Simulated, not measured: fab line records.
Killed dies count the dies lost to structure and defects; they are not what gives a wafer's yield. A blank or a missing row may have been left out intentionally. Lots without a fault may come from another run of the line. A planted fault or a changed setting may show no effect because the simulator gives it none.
Problem report, 8D (eight disciplines) form, completed by code || flow sky130 || the parts of the form that need people (team, actions taken, sign-off) are left out

1. THE PROBLEM
SKY_METAL3_METAL_ETCH_18, oesProductAu: mean 0.917 a.u. over 1 wafer from 1 lot; wafers with no fault: 0.863 a.u., standard deviation 0.0059. That is +9.2 standard deviations from the usual mean.
The step: etches the open film in Cl2/BCl3, stops on SiO2, target depth 845 nm, time 183.1 s.
Earliest sighting: wafer L131.4 on rieMetal-03 at day 43 23:56. Wafers with a number at this step in the record: 30, from 10 lots. Rule for "out", or "out of limits": more than 4 standard deviations from the usual mean. The other wafers with a number count as sound.

2. WHAT IT IS AND WHAT IT IS NOT
{"question": "which readings at this step", "is": "oesProductAu", "is not": "drypumpMotorCurrentA, heBacksideLeakSccm, rfFwdPowerW, throttleValvePct"}
{"question": "which lots", "is": "L131", "is not": "L113, L115, L118, L119, L120, L121, L122, L123, L134"}
{"question": "which wafers of those lots", "is": "L131.4", "is not": "L131.2, L131.5"}
{"question": "read on which tools", "is": "rieMetal-03", "is not": "rieMetal-02, rieMetal-04"}
{"question": "when", "is": "from day 43 23:56", "is not": "up to then (26 sound wafers); but 3 sound wafers of L134 came after"}

3. SUSPECTS, AND WHAT RULES EACH OUT
Counting: any tool at a process step up to the reading remains a suspect provided it ran every lot that is out. Sound lots after the first of them don't rule it out here, since some wafers of a struck lot are sound.
- rieDiel-03 at SKY_VIA2_ETCH_15 (etches SiO2 in C4F8/O2/Ar, stops on TiN, target depth 546 nm, time 84 s): kept. The lot that is out, L131, ran on it at day 41 23:32; the last sound lot it ran before that was L123, at day 39 13:15.
- pvdSputter-02 at SKY_METAL3_SPUTTER_02 (material AlCu, target thk 735 nm, time 39.1 s): kept. The lot that is out, L131, ran on it at day 42 01:29; the last sound lot it ran before that was L121, at day 39 02:11.
- rieMetal-04 at SKY_CAPM_METAL_ETCH_13 (etches TiN in Cl2/BCl3, stops on SiO2, target depth 220 nm, time 62.9 s): kept. The lot that is out, L131, ran on it at day 43 00:31; the last sound lot it ran before that was L118, at day 39 03:11.
- rieMetal-03 at SKY_METAL3_METAL_ETCH_18 (etches the open film in Cl2/BCl3, stops on SiO2, target depth 845 nm, time 183.1 s): kept. The lot that is out, L131, ran on it at day 43 23:56; the last sound lot it ran before that was L121, at day 41 03:53. Out on those wafers are its own readings of oesProductAu.
- At SKY_METAL3_METAL_ETCH_18 on rieMetal-03, chamber 0 took the sound wafers of the same lots and chamber 1 took the wafers that are out.
Left after counting: rieDiel-03 at SKY_VIA2_ETCH_15, pvdSputter-02 at SKY_METAL3_SPUTTER_02, rieMetal-04 at SKY_CAPM_METAL_ETCH_13, rieMetal-03 at SKY_METAL3_METAL_ETCH_18.

4. THE CAUSE (what the simulator had put in)
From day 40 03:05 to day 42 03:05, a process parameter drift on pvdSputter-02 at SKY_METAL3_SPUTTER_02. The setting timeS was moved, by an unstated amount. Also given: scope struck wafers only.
Counting leaves 4 suspects; this tool is one of them.

5. THE CHAIN OF EFFECTS, in route order
Rows list readings where the struck wafers' mean (over those with a number) sits beyond 3 standard deviations from the usual. Readings are gone through only where the record gives a usual standard deviation; hours: the median, over the lots, of the time from a lot's start at the first step in this table giving one to that lot's start at this step; sigmas: the change measured in usual standard deviations.
{"hours": 0, "step": "SKY_METAL3_METAL_ETCH_18", "reading": "oesProductAu", "usual": "0.863 a.u.", "on struck wafers": 0.917, "change": "+0.054", "sigmas": "+9.2"}
The process steps in it:
- SKY_METAL3_METAL_ETCH_18: etches the open film in Cl2/BCl3, stops on SiO2, target depth 845 nm, time 183.1 s.

6. HOW IT WOULD HAVE BEEN CAUGHT EARLIER
In this record the first reading out of limits was taken at day 43 23:56, 93 hours after the fault began at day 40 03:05.
No tool reading at SKY_METAL3_SPUTTER_02 that has a usual standard deviation in the record was out on any struck wafer, so an alarm limit of 4 standard deviations on those readings would not have fired.
Lots out: 1; all had begun SKY_METAL3_SPUTTER_02 on pvdSputter-02 by day 43 23:56. None of them would have been spared by holding the tool at that moment.
